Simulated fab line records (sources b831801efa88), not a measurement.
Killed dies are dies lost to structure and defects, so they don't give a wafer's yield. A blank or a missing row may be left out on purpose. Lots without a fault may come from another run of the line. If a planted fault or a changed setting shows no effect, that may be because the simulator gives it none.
Comparing a struck lot with a sound one || flow sky130 || 22 out of 708 route steps
Sound: wafers L893.1, L893.4, L893.5. Struck: wafers L909.2, L909.3, L909.6. The cause is given at the end.
Per side, at each step with rows, come the tool, then ch with its chambers, and then its first start. Under that, the readings that differ: sound wafers || struck wafers || difference of the means || sigmas: that difference in standard deviations of wafers without a fault.
alike: readings with means less than 2 such deviations apart, plus words and numbers identical on both sides. not compared: withheld readings, readings lacking a value on some wafer, bounds such as >300 that could conceal the same value, and numbers that have no deviation in the record and whose values overlap.
The two part at a step that has a row with sigmas, a row that says differs or no value, or rows on one side only. When numbers do not overlap yet have no deviation, they are printed without sigmas and do not part them. Lack of a reading on every wafer of one side parts them only where that side has two or more wafers.

first, 7 steps without rows for these wafers: SKY_FIELD_ISO_HMDS_06 (prime time 60 s); SKY_FIELD_ISO_COAT_07 (resist thk 60 nm); SKY_FIELD_ISO_COAT_08 (resist thk 450 nm); SKY_FIELD_ISO_SOFTBAKE_09 (time 90 s); SKY_FIELD_ISO_EXPOSE_10 (exposes mask FOM, target cd 150 nm); SKY_FIELD_ISO_PEB_11; SKY_FIELD_ISO_DEVELOP_12 (develop time 60 s).
SKY_FIELD_ISO_CD_MEAS_13 targets a cd of 150 nm.
  sound on cd sem-01, day 2 10:27; struck on cd sem-02, day 5 22:01
{"reading": "cd nm (nm)", "sound": "152.0 151.4 153.5", "struck": "150.4 150.5 146.9", "difference": -3.0, "sigmas": -2}
SKY_FIELD_ISO_ETCH_14: etches BARC in N2/H2, stops on SiO2, time 45.9 s, target depth 60 nm.
  sound on rie diel-04 ch 1,2,3, day 2 10:34; struck on rie diel-01 ch 1,2, day 5 22:07
{"reading": "oes product au (a.u.)", "sound": "0.848 0.854 0.847", "struck": "0.859 0.865 0.860", "difference": "+0.012", "sigmas": "+2"}
  alike: bias w, chamber pressure mTorr, drypump motor current A, throttle valve pct
  not compared: rf hours counter h
SKY_FIELD_ISO_ETCH_15: etches the open film in CHF3/O2, stops on Si, target depth 180 nm, time 72 s.
  sound on rie diel-04 ch 1,2,3, day 2 10:37; struck on rie diel-01 ch 1,2, day 5 22:10
  alike: O2_flow_sccm, bias w, drypump motor current A, oes product au, throttle valve pct
  not compared: rf hours counter h
SKY_FIELD_ISO_STRIP_16: strips in O2/N2.
  sound on plasma asher-03 ch 0,1, day 2 10:40; struck on plasma asher-03 ch 1, day 5 22:13
  alike: drypump motor current A, oes product au, strip time to endpoint s
  not compared: rf hours counter h
SKY_FIELD_ISO_ETCH_17: etches Si in HBr/Cl2/O2, target depth 342 nm, time 97.7 s.
  sound on rie si-02 ch 0,1,3, day 2 10:46; struck on rie si-01 ch 1,2,3, day 5 22:19
  alike: HBr_flow_sccm, O2_flow_sccm, drypump motor current A, oes product au, throttle valve pct
  not compared: rf hours counter h
SKY_FIELD_ISO_WET_ETCH_18: etches Si3N4 in H3PO4, target depth 25 nm, time 286 s.
  sound on wet bench-02 ch 0, day 2 10:50; struck on wet bench-01 ch 2, day 5 22:23
  no value came back on the struck wafers for bath guard temp C (C), bath heat duty pct (%); on the sound wafers bath guard temp C (C) reads 159.9 159.6 159.4
{"reading": "model.Si3N4_of_FIELD_ISO_CVD_03.thk nm (nm)", "sound": "124.9 124.3 125.2", "struck": "150.3 149.4 150.3", "difference": "+25.2", "sigmas": ""}
then, 6 steps without rows for these wafers: SKY_FIELD_ISO_CLEAN_19 (cleans in SC1/SC2, time 150 s); SKY_FIELD_ISO_CLEAN_20 (cleans in dHF, time 20 s); SKY_FIELD_ISO_WET_ETCH_21 (etches SiO2 in dHF, target depth 20 nm, time 400 s); SKY_FIELD_ISO_OXIDATION_22 (stabilise 600 s, purge 300 s, target thk 10 nm); SKY_FIELD_ISO_CVD_24 (deposits SiO2, target thk 595 nm, time 99.2 s); SKY_FIELD_ISO_ANNEAL_26 (time 1800 s).
SKY_FIELD_ISO_CMP_27: polishes, stops on Si3N4, t overpolish 16 s, target thk 457.8 nm.
  sound on cmp-01 ch 2,3, day 3 03:14; struck on cmp-01 ch 0,1,3, day 6 03:49
  alike: motor current A
SKY_FIELD_ISO_WET_ETCH_28: etches SiO2 in dHF, target depth 23.7 nm, time 47 s.
  sound on wet bench-01 ch 3, day 3 03:33; struck on wet bench-02 ch 3, day 6 04:04
{"reading": "model.Si3N4_of_FIELD_ISO_CVD_03.thk nm (nm)", "sound": "118.9 118.4 119.3", "struck": "144.3 143.5 144.3", "difference": "+25.2", "sigmas": ""}
  alike: bath heat duty pct, run length s
then, 1 step without rows for these wafers: SKY_FIELD_ISO_WET_ETCH_29 (etches Si3N4 in H3PO4, target depth 160 nm, time 1825 s).

== WHERE THEY PART ==
Last at SKY_FIELD_ISO_WET_ETCH_18 as far as this record goes, first at SKY_FIELD_ISO_CD_MEAS_13. Later steps at which nothing parts them and some readings are alike: SKY_FIELD_ISO_CMP_27, SKY_FIELD_ISO_WET_ETCH_28.

WHY: what had been put in by the simulator
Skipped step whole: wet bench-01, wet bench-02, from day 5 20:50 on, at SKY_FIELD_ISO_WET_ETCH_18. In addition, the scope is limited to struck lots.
